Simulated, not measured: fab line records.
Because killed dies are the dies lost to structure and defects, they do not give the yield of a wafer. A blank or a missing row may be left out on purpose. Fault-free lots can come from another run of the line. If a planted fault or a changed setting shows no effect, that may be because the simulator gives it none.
8D (eight disciplines) problem report, filled in by code || flow sky130 || the parts of the form that need people (team, actions taken, sign-off) are left out

1. THE ISSUE
Across 3 wafers from 2 lots, CONTACT_HDPCVD_THK at SKY_CONTACT_THK_MEAS_03 averages 445 nm, while fault-free wafers read 566 nm with a standard deviation of 5.2. That puts it -23 standard deviations away from the usual mean.
First seen on wafer L443.4, day 31 03:16, on film-metro-04. At this step, 42 wafers from 14 lots have a number in the record. Rule for "out", or "out of limits": more than 4 standard deviations from the usual mean. The rest of the wafers with a number are treated as sound.

2. WHAT IT IS AND WHAT IT IS NOT
{"question": "which readings at this step", "is": "CONTACT_HDPCVD_THK", "is not": "-"}
{"question": "which lots", "is": "L443, L444", "is not": "L440, L442, L450, L452, L453, L454, L455, L456, L457, L459, L460, L463"}
{"question": "which wafers of those lots", "is": "L443.4, L444.1, L444.6", "is not": "L443.1, L443.6, L444.4"}
{"question": "read on which gauges", "is": "film-metro-04", "is not": "film-metro-01, film-metro-02"}
{"question": "when", "is": "from day 31 03:16", "is not": "up to then (8 sound wafers); but 31 sound wafers of L444, L450, L452, L453, L454, L455, L456, L457, L459, L460, L463 came after"}

3. SUSPECTS, AND WHAT RULES EACH OUT
Counting: if a tool at a process step up to the reading ran every lot that is out, it stays a suspect. Sound lots after the first of them don't rule it out here, since some wafers of a struck lot are sound.
- the gauge at SKY_CONTACT_THK_MEAS_03 has been ruled out. All the wafers that are out were read on film-metro-04, but those of them that SKY_CONTACT_HDPCVD_02 has rows for are out there too, on other tools.
- hdpcvd-02 at SKY_CONTACT_HDPCVD_02 (deposits SiO2, target thk 565 nm, time 94.2 s): kept. Ran every lot that is out, first one L443 (day 31 03:12); last sound lot up to then L442 (day 31 02:20). Its own readings are out on those wafers: sih4-flow-sccm.
- hdpcvd-02, SKY_CONTACT_HDPCVD_02: wafers that are out in chamber 0, sound lot-mates in chambers 1, 2.
Remaining after the count: hdpcvd-02 at SKY_CONTACT_HDPCVD_02.

4. THE CAUSE (what the simulator had put in)
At SKY_CONTACT_HDPCVD_02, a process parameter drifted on hdpcvd-02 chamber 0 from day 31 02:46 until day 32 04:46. Setting sih4-flow-sccm shifted by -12 from 60. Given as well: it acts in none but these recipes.
This tool alone remained once counting was done.

5. THE CHAIN OF EFFECTS, in route order
Rows list readings where the struck wafers' mean (over those with a number) sits beyond 3 standard deviations from the usual. Readings are gone through only where the record gives a usual standard deviation; hours: the median, over the lots, of the time from a lot's start at the first step in this table giving one to that lot's start at this step; sigmas: the change measured in usual standard deviations.
{"hours": 0, "step": "SKY_CONTACT_HDPCVD_02", "reading": "sih4-flow-sccm", "usual": "59.98 sccm", "on struck wafers": 48.10, "change": -11.88, "sigmas": -66}
{"hours": 0, "step": "SKY_CONTACT_THK_MEAS_03", "reading": "CONTACT_HDPCVD_THK", "usual": "566 nm", "on struck wafers": 445, "change": -121, "sigmas": -23}
{"hours": 0, "step": "SKY_CONTACT_CMP_04", "reading": "time-to-endpoint-s", "usual": "81 s", "on struck wafers": 37, "change": -44, "sigmas": -11}
Here are the process steps it includes:
- SKY_CONTACT_HDPCVD_02: deposits SiO2, target thk 565 nm, time 94.2 s.
- SKY_CONTACT_CMP_04: polishes SiO2.

6. WHAT WOULD HAVE CAUGHT IT SOONER
In this record the first reading out of limits at a measuring or inspecting step was taken at day 31 03:16, 1 hour after the fault began at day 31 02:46.
The tool's own readings at SKY_CONTACT_HDPCVD_02 were out on every struck wafer that the step has a row for (sih4-flow-sccm): an alarm limit on them would have fired on the first of those.
Among the 2 lots that are out, L444 began SKY_CONTACT_HDPCVD_02 on hdpcvd-02 after day 31 03:16. Holding the tool at that time would have saved it.
